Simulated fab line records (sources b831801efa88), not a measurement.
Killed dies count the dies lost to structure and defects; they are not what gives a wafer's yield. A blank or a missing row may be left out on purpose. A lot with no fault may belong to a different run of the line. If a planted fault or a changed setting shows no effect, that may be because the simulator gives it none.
Which tool is to blame?	flow gf180mcu	route of 602 steps, sampled at 1 step: 14 lots, 42 wafers

WHAT EACH GAUGE READ, for each wafer
GF_V3_THK_MEAS_25: measures by xrf.
lot	measured	on	V3_W_THK (nm)
L659	day 22 16:03	filmMetro-01	351 363 361
L662	day 24 09:25	filmMetro-02	355 350 355
L663	day 24 10:58	filmMetro-02	357 349 355
L666	day 25 14:45	filmMetro-04	355 358 349
L667	day 25 22:25	filmMetro-04	346 357 352
L669	day 26 13:07	filmMetro-02	354 350 350
L670	day 26 18:28	filmMetro-02	352 347 344
L673	day 27 13:43	filmMetro-04	361 353 350
L677	day 28 22:29	filmMetro-02	348 345 349
L678	day 29 01:09	filmMetro-04	354 355 356
L679	day 29 12:21	filmMetro-04	355 351 357
L680	day 29 17:25	filmMetro-01	352 345 350
L681	day 30 05:31	filmMetro-04	359 357 356
L682	day 30 11:40	filmMetro-02	356 354 351

TOOL THAT RAN EACH LOT (tool first, then ch and the chambers of the sampled wafers, then the start)
There is no process step in the record ahead of these readings.

WHAT THE TOOLS THEMSELVES READ (means of the sampled wafers that have a number; where no wafer has one, the mark that the record gives instead)
The record holds no such reading with a usual standard deviation.

THE ANSWER, worked out from the rows above alone
Rule: the usual values come from the lots themselves. The widest of any qualifying gaps counts: lots, ordered by their means at a reading, are off when they make up no more than a third of the lots, leave a main group of 4 or more, and stand apart from it by 3 or more times the standard deviation of that group's means. A main group is skipped when, at the precision printed for the reading in the tables above, its means are all equal. Also off: a lot with no number at a reading for which 4 or more lots have one. Where the step has rows for the other lots, those lots are counted as sound. Order of review: gauges by route order, followed by the tools' own readings, for which a lot's mean as printed above is used. At the first step where some lot is off, the reading lying furthest off is the one used; lots without a number count as furthest.
No lot is off at any reading shown: from this, nothing can be told.

WHAT HAD BEEN PUT IN BY THE SIMULATOR
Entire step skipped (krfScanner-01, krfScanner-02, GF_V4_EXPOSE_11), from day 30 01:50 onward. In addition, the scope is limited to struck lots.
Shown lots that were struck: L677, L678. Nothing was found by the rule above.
